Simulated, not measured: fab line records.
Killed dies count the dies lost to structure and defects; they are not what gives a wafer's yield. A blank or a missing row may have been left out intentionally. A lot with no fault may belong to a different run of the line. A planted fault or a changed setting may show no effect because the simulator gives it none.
Which tool did it? | flow sfq_line | 15 lots with 44 wafers sampled at 3 steps, on a route of 325 steps

WHAT THE GAUGES SHOWED, per wafer
The record holds no reading of a measuring or inspecting step that can be judged against a usual standard deviation.

WHICH TOOL RAN EACH LOT (tool, then ch and the chambers of the sampled wafers, then the start)
lot  | SFQ_TRILAYER_I6_CMP_CMP_166   | SFQ_TRILAYER_I6_METRO_MEASURE_167 | SFQ_TRILAYER_I6_VIA_ETCH_VIA_ETCH_172
L540 | cmp-01 ch 0,1,3, day 64 06:32 | film_metro-04, day 64 09:22       | rie_diel-03 ch 0,1, day 69 06:19
L541 | cmp-02 ch 0,1,2, day 64 11:02 | film_metro-03, day 64 14:09       | rie_diel-04 ch 0,2,3, day 69 12:19
L542 | cmp-02 ch 1,2, day 64 14:02   | film_metro-03, day 64 17:09       | rie_diel-01 ch 1,2,3, day 69 19:31
L543 | cmp-02 ch 0,1,3, day 64 17:32 | film_metro-04, day 64 20:09       | rie_diel-04 ch 0,2, day 69 21:56
L545 | cmp-02 ch 0,1, day 69 11:16   | film_metro-02, day 69 14:23       | rie_diel-01 ch 0,1,3, day 73 23:59
L546 | cmp-02 ch 1,3, day 69 14:46   | film_metro-04, day 69 17:23       | rie_diel-03 ch 1,2,3, day 74 04:47
L547 | cmp-01 ch 0,1,2, day 70 13:55 | film_metro-02, day 70 17:02       | rie_diel-01 ch 0,1,3, day 75 11:55
L548 | cmp-01 ch 0,1,2, day 71 03:43 | film_metro-04, day 71 06:50       | rie_diel-03 ch 0,1,3, day 76 04:43
L549 | cmp-02 ch 0,1,2, day 71 11:32 | film_metro-04, day 71 14:21       | rie_diel-01 ch 0,1,2, day 76 11:55
L550 | cmp-01 ch 1,2,3, day 71 13:26 | film_metro-03, day 71 16:45       | rie_diel-04 ch 0,1,3, day 76 14:19
L553 | cmp-02 ch 0,3, day 71 20:38   | film_metro-04, day 72 00:09       | rie_diel-04 ch 1,2,3, day 76 23:34
L556 | cmp-01 ch 2,3, day 72 06:44   | film_metro-03, day 72 09:21       | rie_diel-04 ch 0,1, day 77 06:46
L558 | cmp-01 ch 0,2, day 72 11:40   | film_metro-03, day 72 14:41       | rie_diel-01 ch 0,1, day 77 12:46
L560 | cmp-01 ch 0,1,3, day 72 14:10 | film_metro-03, day 72 17:17       | rie_diel-03 ch 1,2, day 77 16:23
L561 | cmp-02 ch 1,2, day 72 16:38   | film_metro-02, day 72 19:28       | rie_diel-01 ch 0,1,3, day 77 19:58
- SFQ_TRILAYER_I6_CMP_CMP_166: polishes SiO2.
- SFQ_TRILAYER_I6_METRO_MEASURE_167
- SFQ_TRILAYER_I6_VIA_ETCH_VIA_ETCH_172: etches SiO2 in CHF3, stops on Nb, target depth 260 nm.

AS READ BY THE TOOLS THEMSELVES (means over the sampled wafers that have a number; for cases with no such wafer, the mark the record gives instead)
SFQ_TRILAYER_I6_CMP_CMP_166. Usual: motor_current_A 10.0 A, standard deviation 0.55; time_to_endpoint_s 215 s, standard deviation 8.2.
lot  | tool   | motor_current_A (A) | time_to_endpoint_s (s) | flag
L540 | cmp-01 | 10.0                | 215                    |
L541 | cmp-02 | 10.2                | 223                    |
L542 | cmp-02 | 10.5                | 214                    |
L543 | cmp-02 | 9.8                 | 216                    |
L545 | cmp-02 | 10.1                | 212                    |
L546 | cmp-02 | 9.4                 | 212                    |
L547 | cmp-01 | 10.2                | 220                    |
L548 | cmp-01 | 10.7                | 217                    |
L549 | cmp-02 | 10.0                | 207                    |
L550 | cmp-01 | 10.0                | 214                    |
L553 | cmp-02 | 9.2                 | 208                    |
L556 | cmp-01 | 9.7                 | 244                    | OFF
L558 | cmp-01 | 10.4                | 258                    | OFF
L560 | cmp-01 | 9.7                 | 242                    | OFF
L561 | cmp-02 | 10.0                | 215                    |

SFQ_TRILAYER_I6_METRO_MEASURE_167. Usual: 199.9 nm for thk_nm, sd 1.1.
lot  | tool          | thk_nm (nm) | flag
L540 | film_metro-04 | 199.5       |
L541 | film_metro-03 | 199.9       |
L542 | film_metro-03 | 200.1       |
L543 | film_metro-04 | 200.6       |
L545 | film_metro-02 | 200.5       |
L546 | film_metro-04 | 199.5       |
L547 | film_metro-02 | 200.6       |
L548 | film_metro-04 | 200.2       |
L549 | film_metro-04 | 200.8       |
L550 | film_metro-03 | 199.4       |
L553 | film_metro-04 | 199.6       |
L556 | film_metro-03 | 252.9       | OFF
L558 | film_metro-03 | 270.0       | OFF
L560 | film_metro-03 | 236.2       | OFF
L561 | film_metro-02 | 200.8       |

SFQ_TRILAYER_I6_VIA_ETCH_VIA_ETCH_172. Usual: drypump_motor_current_A 5.5 A, standard deviation 0.37; oes_product_au 0.855 a.u., standard deviation 0.0052.
lot  | tool        | drypump_motor_current_A (A) | oes_product_au (a.u.) | flag
L540 | rie_diel-03 | 5.2                         | 0.848                 |
L541 | rie_diel-04 | 5.5                         | 0.853                 |
L542 | rie_diel-01 | 5.5                         | 0.856                 |
L543 | rie_diel-04 | 5.4                         | 0.856                 |
L545 | rie_diel-01 | 5.4                         | 0.859                 |
L546 | rie_diel-03 | 5.3                         | 0.855                 |
L547 | rie_diel-01 | 5.5                         | 0.856                 |
L548 | rie_diel-03 | 5.2                         | 0.854                 |
L549 | rie_diel-01 | 5.4                         | 0.856                 |
L550 | rie_diel-04 | 5.7                         | 0.854                 |
L553 | rie_diel-04 | 5.6                         | 0.852                 |
L556 | rie_diel-04 | 5.9                         | 0.918                 | OFF
L558 | rie_diel-01 | 5.4                         | 0.947                 | OFF
L560 | rie_diel-03 | 5.2                         | 0.911                 | OFF
L561 | rie_diel-01 | 5.5                         | 0.858                 |

THE ANSWER, worked out from the rows above alone
Rule: lot off if the mean of its wafers having a number is beyond 3 standard deviations from the usual mean. Also off: a lot with no number at a reading for which 4 or more lots have one. Where the step has rows for the other lots, those lots are counted as sound. Order of review: gauges by route order, followed by the tools' own readings, for which a lot's mean as printed above is used. The first step at which some lot is off is used, and at that step the reading that is off furthest; a lot without a number counts as furthest.
Off at SFQ_TRILAYER_I6_CMP_CMP_166 (time_to_endpoint_s): L556, L558, L560.
A tool fits if, at that step or a process step before it, it ran every lot that is off, and no sound lot after the first of them. One candidate fits, namely cmp-01 at SFQ_TRILAYER_I6_CMP_CMP_166. Its last sound lot is L550 (day 71 13:26), its first lot that is off L556 (day 72 06:44): a fault that began between those two fits.
The tool's own readings at SFQ_TRILAYER_I6_CMP_CMP_166 bear it out: on the lots that are off they differ by more than 5 times the standard deviation of the sound lots' means. time_to_endpoint_s reads 248 s there against 214 s on the sound lots.

WHAT HAD BEEN PUT IN BY THE SIMULATOR
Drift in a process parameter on cmp-01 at SFQ_TRILAYER_I6_CMP_CMP_166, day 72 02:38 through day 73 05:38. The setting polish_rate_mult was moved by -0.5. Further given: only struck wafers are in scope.
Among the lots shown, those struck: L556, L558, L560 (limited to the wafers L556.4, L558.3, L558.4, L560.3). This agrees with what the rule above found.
